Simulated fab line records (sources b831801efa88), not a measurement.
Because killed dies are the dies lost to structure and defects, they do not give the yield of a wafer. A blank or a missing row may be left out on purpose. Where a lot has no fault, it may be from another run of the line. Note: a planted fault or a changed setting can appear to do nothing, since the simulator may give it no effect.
Which tool is to blame? ; flow gf180mcu ; Sampling: 14 lots, 42 wafers, 4 of 602 route steps

== WHAT THE GAUGES READ, wafer by wafer ==
GF_M1_CD_MEAS_14: the cd target is 230 nm.
lot;measured;on;cd_nm (nm)
L914;day 17 05:53;cd_sem-02;228.8 228.1 227.3
L915;day 17 13:40;cd_sem-02;231.7 230.5 230.4
L917;day 18 00:26;cd_sem-01;231.6 232.6 233.8
L918;day 18 17:54;cd_sem-02;230.4 230.3 231.5
L919;day 18 20:09;cd_sem-02;230.1 229.8 229.8
L922;day 19 21:43;cd_sem-02;230.7 231.0 230.5
L923;day 20 14:16;cd_sem-02;231.3 229.8 230.9
L925;day 20 19:31;cd_sem-01;230.3 230.4 231.3
L931;day 23 05:01;cd_sem-01;230.9 231.0 231.1
L932;day 23 15:11;cd_sem-02;229.9 229.1 229.7
L933;day 23 20:16;cd_sem-02;228.1 228.6 228.6
L934;day 24 13:31;cd_sem-02;228.2 228.5 229.7
L936;day 24 23:40;cd_sem-02;230.3 230.4 230.2
L937;day 25 08:45;cd_sem-02;227.6 229.3 228.7

GF_V1_THK_MEAS_01.
lot;measured;on;V1_CVD_00_THK (nm)
L914;day 17 06:46;film_metro-04;601 602 602
L915;day 17 14:40;film_metro-02;609 610 611
L917;day 18 01:18;film_metro-02;597 587 589
L918;day 18 19:13;film_metro-01;609 609 613
L919;day 18 21:01;film_metro-04;593 589 590
L922;day 19 22:36;film_metro-04;590 592 585
L923;day 20 15:16;film_metro-04;606 599 599
L925;day 20 20:25;film_metro-01;602 601 600
L931;day 23 05:56;film_metro-02;604 590 602
L932;day 23 16:02;film_metro-04;600 602 602
L933;day 23 21:14;film_metro-02;584 586 589
L934;day 24 14:25;film_metro-01;596 601 603
L936;day 25 00:35;film_metro-01;604 609 602
L937;day 25 09:44;film_metro-04;598 602 608

== WHAT TOOL EACH LOT RAN ON (gives the tool, then ch and the chambers of the sampled wafers, and finally the start) ==
lot;GF_VT_IMPLANT_IMPLANT_30;GF_SALICIDE_RTA_08
L914;implanter-04 ch 0, day 6 19:44;rtp_anneal-01 ch 0, day 15 07:06
L915;implanter-01 ch 0, day 7 02:32;rtp_anneal-01 ch 0, day 15 13:31
L917;implanter-01 ch 0, day 7 10:44;rtp_anneal-02 ch 0, day 16 00:38
L918;implanter-01 ch 0, day 8 00:14;rtp_anneal-01 ch 0, day 16 16:52
L919;implanter-01 ch 0, day 8 02:08;rtp_anneal-01 ch 0, day 16 18:41
L922;implanter-01 ch 0, day 8 22:25;rtp_anneal-01 ch 0, day 17 20:30
L923;implanter-03 ch 0, day 9 08:53;rtp_anneal-02 ch 0, day 18 11:07
L925;implanter-01 ch 0, day 9 15:37;rtp_anneal-02 ch 0, day 18 17:54
L931;implanter-03 ch 0, day 11 11:04;rtp_anneal-01 ch 0, day 21 04:48
L932;implanter-03 ch 0, day 11 20:02;rtp_anneal-02 ch 0, day 21 15:59
L933;implanter-03 ch 0, day 12 00:29;rtp_anneal-01 ch 0, day 21 20:43
L934;implanter-01 ch 0, day 12 13:22;rtp_anneal-02 ch 0, day 22 14:22
L936;implanter-01 ch 0, day 13 01:31;rtp_anneal-02 ch 0, day 23 01:33
L937;implanter-01 ch 0, day 13 10:28;rtp_anneal-01 ch 0, day 23 11:19
- GF_VT_IMPLANT_IMPLANT_30
- GF_SALICIDE_RTA_08: time 30 s.

== AS READ BY THE TOOLS THEMSELVES (means over the sampled wafers that have a number; for cases with no such wafer, the mark the record gives instead) ==
GF_VT_IMPLANT_IMPLANT_30.
lot;tool;dose_ions_cm2;end_station_pressure_torr (Torr)
L914;implanter-04;2.5322e+12;4.83e-06
L915;implanter-01;2.5343e+12;5.03e-06
L917;implanter-01;2.5365e+12;5.08e-06
L918;implanter-01;2.5339e+12;5.07e-06
L919;implanter-01;2.5343e+12;5.13e-06
L922;implanter-01;2.4803e+12;5.17e-06
L923;implanter-03;2.5321e+12;5.02e-06
L925;implanter-01;2.4799e+12;4.88e-06
L931;implanter-03;2.5376e+12;5.22e-06
L932;implanter-03;2.5320e+12;5.01e-06
L933;implanter-03;2.5377e+12;5.30e-06
L934;implanter-01;2.5309e+12;5.09e-06
L936;implanter-01;2.5360e+12;4.70e-06
L937;implanter-01;2.5330e+12;5.37e-06

GF_SALICIDE_RTA_08.
lot;tool;lamp_power_pct (%);wafer_temp_C_max
L914;rtp_anneal-01;17.4;804.3
L915;rtp_anneal-01;17.4;804.2
L917;rtp_anneal-02;16.2;805.9
L918;rtp_anneal-01;17.4;804.6
L919;rtp_anneal-01;17.4;805.1
L922;rtp_anneal-01;17.4;804.9
L923;rtp_anneal-02;16.2;807.5
L925;rtp_anneal-02;16.2;806.8
L931;rtp_anneal-01;17.4;804.9
L932;rtp_anneal-02;16.2;806.6
L933;rtp_anneal-01;17.4;804.0
L934;rtp_anneal-02;16.2;805.7
L936;rtp_anneal-02;16.2;805.9
L937;rtp_anneal-01;17.4;804.3

== THE ANSWER, worked out from the rows above alone ==
Rule: the usual values come from the lots themselves. Put in order of their means at a reading, lots are off if they are a third of the lots or fewer, leave a main group of 4 or more, and stand apart from it by a gap of 3 or more times the standard deviation of the main group's means; of several such gaps the widest counts. The tables above print the reading to a certain number of digits; a main group whose means all agree to those digits is not used. Also off: a lot with no number at a reading for which 4 or more lots have one. Where the step has rows for the other lots, those lots are counted as sound. Order of review: gauges by route order, followed by the tools' own readings, for which a lot's mean as printed above is used. At the first step where some lot is off, the reading lying furthest off is the one used; lots without a number count as furthest.
Off at GF_VT_IMPLANT_IMPLANT_30 (dose_ions_cm2): L922, L925. Main group: mean 2.5342e+12, sd 2.2e+09.
A tool fits if, at that step or a process step before it, it ran every lot that is off, and no sound lot after the first of them. Of those tried, none fits.

== WHAT THE SIMULATOR HAD PUT IN ==
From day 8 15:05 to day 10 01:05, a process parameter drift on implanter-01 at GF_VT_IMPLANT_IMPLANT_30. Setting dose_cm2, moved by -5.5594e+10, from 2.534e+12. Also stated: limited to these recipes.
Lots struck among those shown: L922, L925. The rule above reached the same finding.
